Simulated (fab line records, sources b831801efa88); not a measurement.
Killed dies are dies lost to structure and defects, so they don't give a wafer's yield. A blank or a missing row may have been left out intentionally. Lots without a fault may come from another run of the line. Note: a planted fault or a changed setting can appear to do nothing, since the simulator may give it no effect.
Chamber matching | flow gf180mcu | 4 sister chambers for GF_CONTACT_ETCH_16 on rie_diel-01
The step etches BARC in N2/H2. 20 wafers are shown with their chamber, then 10 later ones without.

## WAFERS WITH THEIR CHAMBER
wafer  | chamber | oes_product_au (a.u.) | h2_flow_sccm (sccm) | throttle_valve_pct (%)
L838.1 | 0       | 0.859                 | 199.5               | 13.224
L838.4 | 3       | 0.863                 | 198.7               | 13.219
L838.5 | 0       | 0.863                 | 198.5               | 13.238
L841.1 | 2       | 0.848                 | 200.9               | 13.223
L841.3 | 3       | 0.845                 | 199.7               | 13.228
L841.6 | 2       | 0.847                 | 200.3               | 13.214
L842.1 | 3       | 0.861                 | 200.1               | 13.230
L842.4 | 1       | 0.857                 | 198.9               | 13.228
L842.6 | 3       | 0.860                 | 198.8               | 13.232
L845.3 | 3       | 0.849                 | 200.7               | 13.223
L845.4 | 1       | 0.861                 | 200.7               | 13.213
L845.5 | 0       | 0.854                 | 199.5               | 13.212
L846.2 | 0       | 0.852                 | 200.2               | 13.218
L846.4 | 0       | 0.856                 | 199.2               | 13.236
L846.6 | 1       | 0.849                 | 199.9               | 13.228
L847.2 | 3       | 0.851                 | 199.8               | 13.225
L847.3 | 1       | 0.853                 | 199.5               | 13.222
L847.5 | 1       | 0.850                 | 200.3               | 13.228
L849.1 | 0       | 0.854                 | 200.8               | 13.217
L849.3 | 2       | 0.852                 | 199.3               | 13.229

SIGNATURES (averages over the wafers above)
reading            | chamber 0 | chamber 1 | chamber 2 | chamber 3 | scatter within a chamber
oes_product_au     | 0.85633   | 0.85400   | 0.84900   | 0.85483   | 0.00543
h2_flow_sccm       | 199.617   | 199.860   | 200.167   | 199.633   | 0.766
throttle_valve_pct | 13.22417  | 13.22380  | 13.22200  | 13.22617  | 0.00779
Rule: a wafer's distance from a chamber is the root of the sum, over the readings, of the square of ((its reading less the chamber's mean) divided by the reading's scatter). If the next closest chamber is less than 2 further off than the closest, the wafer can't be placed; otherwise it belongs to the closest. How the scatter is found: for the shown wafers, subtract from each reading the mean of its chamber, square and add these, divide the total by (wafers less chambers), then take the root.

## WAFERS WITH NO CHAMBER GIVEN
wafer  | oes_product_au (a.u.) | h2_flow_sccm (sccm) | throttle_valve_pct (%)
L849.6 | 0.856                 | 199.6               | 13.232
L855.2 | 0.854                 | 200.1               | 13.233
L855.3 | 0.858                 | 200.2               | 13.203
L855.5 | 0.861                 | 199.8               | 13.239
L859.1 | 0.851                 | 200.9               | 13.218
L859.5 | 0.853                 | 199.9               | 13.229
L859.6 | 0.855                 | 201.5               | 13.233
L860.2 | 0.850                 | 200.7               | 13.222
L860.3 | 0.847                 | 201.0               | 13.220
L860.4 | 0.861                 | 200.0               | 13.224

## EACH ONE'S CHAMBER
wafer  | from the rows above               | in truth
L849.6 | can't be placed: 3 or 0 or 1 or 2 | 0
L855.2 | can't be placed: 3 or 1 or 0 or 2 | 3
L855.3 | can't be placed: 1 or 0 or 2 or 3 | 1
L855.5 | can't be placed: 3 or 0 or 1 or 2 | 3
L859.1 | can't be placed: 2 or 1 or 3 or 0 | 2
L859.5 | can't be placed: 3 or 1 or 0 or 2 | 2
L859.6 | can't be placed: 1 or 2 or 3 or 0 | 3
L860.2 | can't be placed: 2 or 1 or 3 or 0 | 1
L860.3 | can't be placed: 2 or 1 or 3 or 0 | 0
L860.4 | can't be placed: 0 or 3 or 1 or 2 | 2
Correct placement for 0 of the 10. These rows do not allow placing 10 (true chamber among the candidates in 10). 0 placed wrongly.
